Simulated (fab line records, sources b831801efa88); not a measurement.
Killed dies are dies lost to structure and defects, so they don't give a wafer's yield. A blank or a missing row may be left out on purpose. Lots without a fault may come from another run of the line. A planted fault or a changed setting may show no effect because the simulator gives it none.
fab line records | flow gf180mcu
record lots=5 wafers=15 last_day=33
route steps=602 shown HV_LDD@196
lots that met no fault: from a run of the same line without faults
start_h: hours from the record's first day to the start of the lot's first wafer shown | wait_h: hours since the lot's step before | " the same as in the row above | L1.1+2: a row that stands for several wafers | - no value, or no start given | * or withheld: withheld | < > ~ a bound
route shown NAME@n: a module of which the file shows steps, and the number in the route of the first | usual: mean/standard deviation of fault-free wafers | same: alike in all rows | chamber/n: place in a boat | sites: the reading at each site | _std_site: their standard deviation | _edge_site: outer sites' mean less inner sites' | radius_mm: how far each site lies from the wafer's centre | mask NAME#n: copy n | behind: the tool/chamber that last shaped the wafer | hold: why the lot was held/for how many hours/how that ended | device: the transistor (n, p or np) that didn't switch | end of line: the same wafers' tests at the end of the route | a step without rows: its recipe alone | killed: dies lost to structure and defects at the first sort, not the wafer's yield | map: a wafer's dies, x killed, . not, _ none there
set.NAME: the setting as run; set.NAME@STEP: as run at that earlier step | model.NAME: the simulator's own value behind a step, which no gauge read
lots at some steps of the route; a table a step, a row a wafer
services: from which hour (start_h, from the record's first day; less than 0 if before it) a tool's chamber was out of use, for how many hours, and why
## steps
# step GF_HV_LDD_OVL_MEAS_20
# usual HV_LDD_01_OVL=1.0/1.4
# columns lot.wafer tool chamber start_h wait_h HV_LDD_01_OVL[nm]
L076.2 overlay-01 - 250.92 0.1 -0.7
L076.3 " - " " 0.4
L076.6 " - " " 0.2
L077.3 overlay-01 - 264.81 0.1 3.6
L077.4 " - " " 2.0
L077.6 " - " " 2.0
L081.3 overlay-02 - 287.26 0.1 -0.5
L081.4 " - " " -0.4
L081.5 " - " " -1.2
L084.2 overlay-02 - 314.60 0.1 1.7
L084.3 " - " " 0.1
L084.6 " - " " 0.6
L094.2 overlay-02 - 387.35 0.1 -0.4
L094.5 " - " " 0.7
L094.6 " - " " 0.2
# step GF_HV_LDD_IMPLANT_21
# recipe species=BF2 energy_kev=25 dose_cm2=5e+13 tilt_deg=7
# usual dose_ions_cm2=5.001e+13/4.8e+10
# columns lot.wafer tool chamber start_h wait_h dose_ions_cm2
L076.2 implanter-04 0 250.98 0.0 5.006e+13
L076.3 " 0 " " 5.011e+13
L076.6 " 0 " " 4.996e+13
L077.3 implanter-03 0 264.88 0.1 5.01e+13
L077.4 " 0 " " 5.006e+13
L077.6 " 0 " " 4.994e+13
L081.3 implanter-03 0 287.33 0.1 4.993e+13
L081.4 " 0 " " 4.996e+13
L081.5 " 0 " " 4.994e+13
L084.2 implanter-03 0 314.66 0.0 4.997e+13
L084.3 " 0 " " 4.998e+13
L084.6 " 0 " " 4.998e+13
L094.2 implanter-03 0 387.40 0.0 4.999e+13
L094.5 " 0 " " 5.011e+13
L094.6 " 0 " " 5.007e+13
# step GF_HV_LDD_STRIP_22
# recipe chemistry=O2/N2 power_w=1400 pressure_mtorr=1500 platen_temp_c=250 o2_flow_sccm=3000 n2_flow_sccm=300 overash_fraction=0.5
# usual drypump_motor_current_A=5.6/0.55 heater_power_w=324/19 oes_product_au=0.715/0.0045 strip_time_to_endpoint_s=12.63/0.032
# columns lot.wafer tool chamber start_h wait_h drypump_motor_current_A heater_power_w oes_product_au rf_hours_counter_h strip_time_to_endpoint_s
L076.2 plasma_asher-04 1 251.10 0.1 5.1 362 0.713 61 12.64
L076.3 " 1 " " 5.1 362 0.711 - 12.66
L076.6 " 1 " " 5.1 368 0.719 - 12.64
L077.3 plasma_asher-03 0 265.01 0.1 5.0 315 0.718 - 12.67
L077.4 " 1 " " 5.9 323 0.715 - 12.67
L077.6 " 1 " " 5.9 322 0.706 - 12.66
L081.3 plasma_asher-03 0 287.46 0.1 5.0 313 0.710 - 12.61
L081.4 " 1 " " 5.9 319 0.722 - 12.63
L081.5 " 1 " " 5.9 318 0.717 - 12.56
L084.2 plasma_asher-03 0 314.78 0.1 5.0 310 0.718 49 12.62
L084.3 " 1 " " 5.8 324 0.711 - 12.64
L084.6 " 0 " " 5.0 327 0.720 - 12.59
L094.2 plasma_asher-03 1 387.53 0.1 5.9 320 0.703 58 12.62
L094.5 " 0 " " 5.0 312 0.712 - 12.68
L094.6 " 1 " " 5.9 321 0.721 - 12.62
# step GF_HV_LDD_TW_MEAS_23
# usual HV_LDD_2_TW=1051/12
# columns lot.wafer tool chamber start_h wait_h HV_LDD_2_TW
L076.2 film_metro-04 - 251.21 0.1 1054
L076.3 " - " " 1049
L076.6 " - " " 1061
L077.3 film_metro-02 - 265.10 0.1 1066
L077.4 " - " " 1068
L077.6 " - " " 1063
L081.3 film_metro-02 - 287.55 0.1 1059
L081.4 " - " " 1066
L081.5 " - " " 1065
L084.2 film_metro-04 - 314.89 0.1 1044
L084.3 " - " " 1041
L084.6 " - " " 1044
L094.2 film_metro-01 - 387.64 0.1 1033
L094.5 " - " " 1034
L094.6 " - " " 1033
# step GF_HV_LDD_DEHYDRATE_24
# recipe temp_c=200 time_s=60
# columns lot.wafer tool chamber start_h wait_h
L076.2+3+6 litho_track-02 0 259.75 8.5
L077.3+4+6 litho_track-01 0 274.04 8.9
L081.3+4+5 litho_track-03 0 296.80 9.2
L084.2+3+6 litho_track-01 0 324.16 9.3
L094.2+5+6 litho_track-01 0 398.71 11.1
# step GF_HV_LDD_HMDS_25
# recipe prime_time_s=60 prime_temp_c=120
# same prime_time_s=60
# columns lot.wafer tool chamber start_h wait_h
L076.2+3+6 litho_track-02 0 259.90 0.1
L077.3+4+6 litho_track-01 0 274.19 0.1
L081.3+4+5 litho_track-03 0 296.95 0.1
L084.2+3+6 litho_track-01 0 324.31 0.1
L094.2+5+6 litho_track-01 0 398.86 0.1
# step GF_HV_LDD_COAT_26
# recipe resist=NOVOLAK spin_rpm=3000 resist_thk_nm=1000
# columns lot.wafer tool chamber start_h wait_h
L076.2+3+6 litho_track-02 0 260.05 0.1
L077.3+4+6 litho_track-01 0 274.34 0.1
L081.3+4+5 litho_track-03 0 297.10 0.1
L084.2+3+6 litho_track-01 0 324.46 0.1
L094.2+5+6 litho_track-01 0 399.01 0.1
# step GF_HV_LDD_SOFTBAKE_27
# recipe temp_c=90 time_s=60 resist=NOVOLAK
# columns lot.wafer tool chamber start_h wait_h
L076.2+3+6 litho_track-02 0 260.20 0.1
L077.3+4+6 litho_track-01 0 274.49 0.1
L081.3+4+5 litho_track-03 0 297.25 0.1
L084.2+3+6 litho_track-01 0 324.61 0.1
L094.2+5+6 litho_track-01 0 399.16 0.1
# step GF_HV_LDD_EXPOSE_28
# recipe mask_id=Nplus_HV_AREA target_cd_nm=400 na=0.6 source_shape=conventional sigma_outer=0.6 dose_mj=140
# columns lot.wafer tool chamber start_h wait_h mask
L076.2+3+6 iline_stepper-01 0 - - Nplus_HV_AREA#0
L077.3+4+6 iline_stepper-02 0 - - Nplus_HV_AREA#0
L081.3+4+5 iline_stepper-01 0 - - Nplus_HV_AREA#0
L084.2+3+6 iline_stepper-01 0 - - Nplus_HV_AREA#0
L094.2+5+6 iline_stepper-02 0 - - Nplus_HV_AREA#0
## services
# columns tool chamber start_h hours kind
iline_stepper-01 0 235.18 - calibration
plasma_asher-03 - 247.69 5.8 repair
plasma_asher-03 - 262.65 0.9 repair
implanter-04 - 265.92 7.7 pm
iline_stepper-01 - 267.71 2.1 pm
iline_stepper-01 - 269.79 - consumable_replace:lamp
plasma_asher-04 - 282.87 12.2 repair
plasma_asher-03 - 303.26 1.0 repair
iline_stepper-02 0 327.31 - calibration
iline_stepper-02 - 340.16 1.7 pm
iline_stepper-02 - 343.48 4.4 pm
plasma_asher-04 - 347.19 2.8 pm
implanter-03 - 347.51 2.8 repair
iline_stepper-01 - 356.92 1.7 pm
## key
fault none
